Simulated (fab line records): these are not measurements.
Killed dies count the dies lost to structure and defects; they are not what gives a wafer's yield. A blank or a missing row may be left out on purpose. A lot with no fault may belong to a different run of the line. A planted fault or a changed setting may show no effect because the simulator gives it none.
Comparing a struck lot with a sound one :: flow gf180mcu :: 16 steps out of a route of 602
Sound: the wafers L360.1, L360.2, L360.6. Wafers L370.1, L370.2, L370.4 were the ones struck. Last of all comes the cause.
Order at every step that has rows: each side's tool, ch and its chambers, its first start. Under that, the readings that differ: sound wafers :: struck wafers :: difference of the means :: sigmas: that difference in standard deviations of wafers without a fault.
alike: readings with means less than 2 such deviations apart, plus words and numbers identical on both sides. not compared: withheld readings, readings lacking a value on some wafer, bounds such as >300 that could conceal the same value, and numbers that have no deviation in the record and whose values overlap.
Wherever a step has rows on one side only, a row that says differs or no value, or a row with sigmas, the two part there. Non-overlapping numbers with no deviation appear without sigmas and do not part them. A reading that every wafer of one side lacks parts them only if that side has two wafers or more.

GF_V2_CMP_04: polishes SiO2.
  sound on cmp-01 ch 0,1, day 22 11:29; struck on cmp-02 ch 1,2,3, day 25 13:19
  alike: head-pressure-psi, motor-current-A, time-to-endpoint-s
GF_V2_BOW_MEAS_05:
  sound: film-metro-01 at day 22 11:47; struck: film-metro-01 at day 25 13:34
  alike: V2_BOW
then, 8 steps without rows for these wafers: GF_V2_DEHYDRATE_06 (time 60 s); GF_V2_HMDS_07 (prime time 60 s); GF_V2_COAT_08; GF_V2_COAT_09 (resist thk 1000 nm); GF_V2_SOFTBAKE_10 (time 60 s); GF_V2_EXPOSE_11 (exposes mask Via2, target cd 260 nm); GF_V2_PEB_12 (peb time 90 s); GF_V2_DEVELOP_13 (develop time 61.13 s).
GF_V2_CD_MEAS_14 targets a cd of 260 nm.
  sound: cd-sem-02 at day 23 11:08; struck: cd-sem-02 at day 26 09:08
  alike: cd-nm
GF_V2_OVL_MEAS_15:
  sound: overlay-01 at day 23 11:16; struck: overlay-01 at day 26 09:15
  alike: V2_OVL
GF_V2_ETCH_16: etches BARC in N2/H2.
  sound on rie-diel-01 ch 1,2,3, day 23 11:18; struck on rie-diel-02 ch 0,2,3, day 26 09:17
  no value came back on the struck wafers for any of 6 readings (bias-w (W), chamber-pressure-mTorr (mTorr) and others); on the sound wafers bias-w (W) reads 99.9 99.8 100.0
GF_V2_ETCH_17: etches SiO2 in C4F8/O2/Ar, stops on TiN, target depth 630 nm.
  sound: rie-diel-01 ch 1,2,3; struck: rie-diel-02 ch 0,2,3
reading: oes-product-au (a.u.)
sound: 0.851 0.853 0.863
struck: 0.379 0.369 0.375
difference: -0.481
sigmas: -94
  alike: bias-w, chamber-pressure-mTorr
GF_V2_STRIP_18: strips in O2/N2.
  sound on plasma-asher-04 ch 0,1, day 23 11:26; struck on plasma-asher-02 ch 0,1, day 26 09:25
reading: heater-power-w (W)
sound: 354 362 355
struck: 291 317 288
difference: -58
sigmas: -3

reading: oes-product-au (a.u.)
sound: 0.590 0.592 0.592
struck: 0.619 0.612 0.607
difference: +0.021
sigmas: +5
  alike: drypump-motor-current-A
  not compared: rf-hours-counter-h
then, 1 step without rows for these wafers: GF_V2_STRIP_19 (strips in post etch residue remover, time 1200 s).

== WHERE THEY PART ==
Last at GF_V2_STRIP_18 as far as this record goes, first at GF_V2_ETCH_16.

WHY: what the simulator had put in
Whole step skipped at GF_V2_ETCH_16 on rie-diel-02, starting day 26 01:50. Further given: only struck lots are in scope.
